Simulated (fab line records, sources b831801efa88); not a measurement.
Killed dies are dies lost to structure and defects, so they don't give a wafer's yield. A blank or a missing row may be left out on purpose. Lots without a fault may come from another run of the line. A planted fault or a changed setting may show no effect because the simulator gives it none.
A struck lot beside a sound one | flow sky130 | 15 steps out of a route of 708
Sound: wafers L837.1, L837.3, L837.5. Struck: wafers L846.2, L846.4, L846.5. The cause comes at the end.
At each step with rows: each side's tool, then ch and its chambers, then its first start. Under that, the readings that differ: sound wafers | struck wafers | difference of the means | sigmas: that difference in standard deviations of wafers without a fault.
alike: readings whose means differ by less than 2 such deviations, and words and numbers that are the same on both sides. not compared: withheld readings, readings that some wafer has no value for, bounds like >300 that may hide the same value, and numbers for which the record gives no deviation and whose values overlap.
The two part at a step that has a row with sigmas, a row that says differs or no value, or rows on one side only. Numbers that don't overlap but have no deviation are shown without sigmas and don't part them. A reading that every wafer of one side lacks parts them only if that side has two wafers or more.

first, 2 steps without rows for these wafers: SKY_LOCAL_INTERCONNECT_CLEAN_17 (cleans in IPA, time 180 s); SKY_LOCAL_INTERCONNECT_CLEAN_18 (cleans in O3/DIW).
SKY_CONTACT_CVD_00: deposits Si3N4, target thk 75 nm.
  sound on pecvd-02 ch 0,1,2, day 33 17:09; struck on pecvd-01 ch 0,1, day 36 03:23
  alike: heater_power_w
SKY_CONTACT_THK_MEAS_01:
  sound on film_metro-03, day 33 17:11; struck on film_metro-04, day 36 03:26
  alike: CONTACT_CVD_00_THK
then, 1 step without rows for these wafers: SKY_CONTACT_HDPCVD_02 (deposits SiO2, target thk 565 nm, time 94.2 s).
SKY_CONTACT_THK_MEAS_03:
  sound on film_metro-04, day 33 17:21; struck on film_metro-02, day 36 03:34
  alike: CONTACT_HDPCVD_THK
SKY_CONTACT_CMP_04: polishes SiO2.
  sound on cmp-02 ch 0,1,3, day 33 17:31; struck on cmp-01 ch 2,3, day 36 03:40
  reading                 | sound             | struck            | difference | sigmas
  head_pressure_psi (psi) | 3.997 4.023 4.001 | 3.983 3.991 3.984 | -0.021     | -2
  alike: motor_current_A, time_to_endpoint_s
SKY_CONTACT_BOW_MEAS_05:
  sound on film_metro-04, day 33 17:43; struck on film_metro-03, day 36 03:56
  alike: CONTACT_BOW
then, 4 steps without rows for these wafers: SKY_CONTACT_DEHYDRATE_06 (time 60 s); SKY_CONTACT_HMDS_07 (prime time 60 s); SKY_CONTACT_COAT_08 (resist thk 60 nm); SKY_CONTACT_COAT_09 (resist thk 450 nm).
SKY_CONTACT_SOFTBAKE_10: time 90 s.
  sound on litho_track-02 ch 0, day 34 06:00; struck on litho_track-04 ch 0, day 36 17:00
  reading                  | sound                | struck            | difference                    | sigmas
  heater_power_total_W (W) | 57.20 57.51 57.18    | 62.06 62.06 62.02 | +4.75                         | +40
  plate_temp_C (C)         | 99.97 100.06 100.12  | - - -             | no value on the struck wafers |
  run_length_s (s)         | 119.35 119.57 119.36 | 99.91 99.61 99.66 | -19.70                        | -79
  alike: exhaust_pa
then, 1 step without rows for these wafers: SKY_CONTACT_EXPOSE_11 (exposes mask CTM1, target cd 170 nm).
-- the record jumps here: 13 days lie between the struck wafers' starts before and after (it left off in module CONTACT and takes up again in module PAD_OPEN, whose first step shown is number 708 of the route) --
SKY_PAD_OPEN_PROBE_99:
  sound on prober-01, day 48 05:52; struck on prober-01, day 49 22:07
  alike: killed_at_M0_to_M3, killed_at_M4_up, killed_at_contacts, killed_at_front_end, killed_at_other, killed_dies, killed_open, killed_short

WHERE THEY PART
First at SKY_CONTACT_CMP_04; last, within this record, at SKY_CONTACT_SOFTBAKE_10. Later steps at which nothing parts them and some readings are alike: SKY_PAD_OPEN_PROBE_99.

WHY: what the simulator had put in
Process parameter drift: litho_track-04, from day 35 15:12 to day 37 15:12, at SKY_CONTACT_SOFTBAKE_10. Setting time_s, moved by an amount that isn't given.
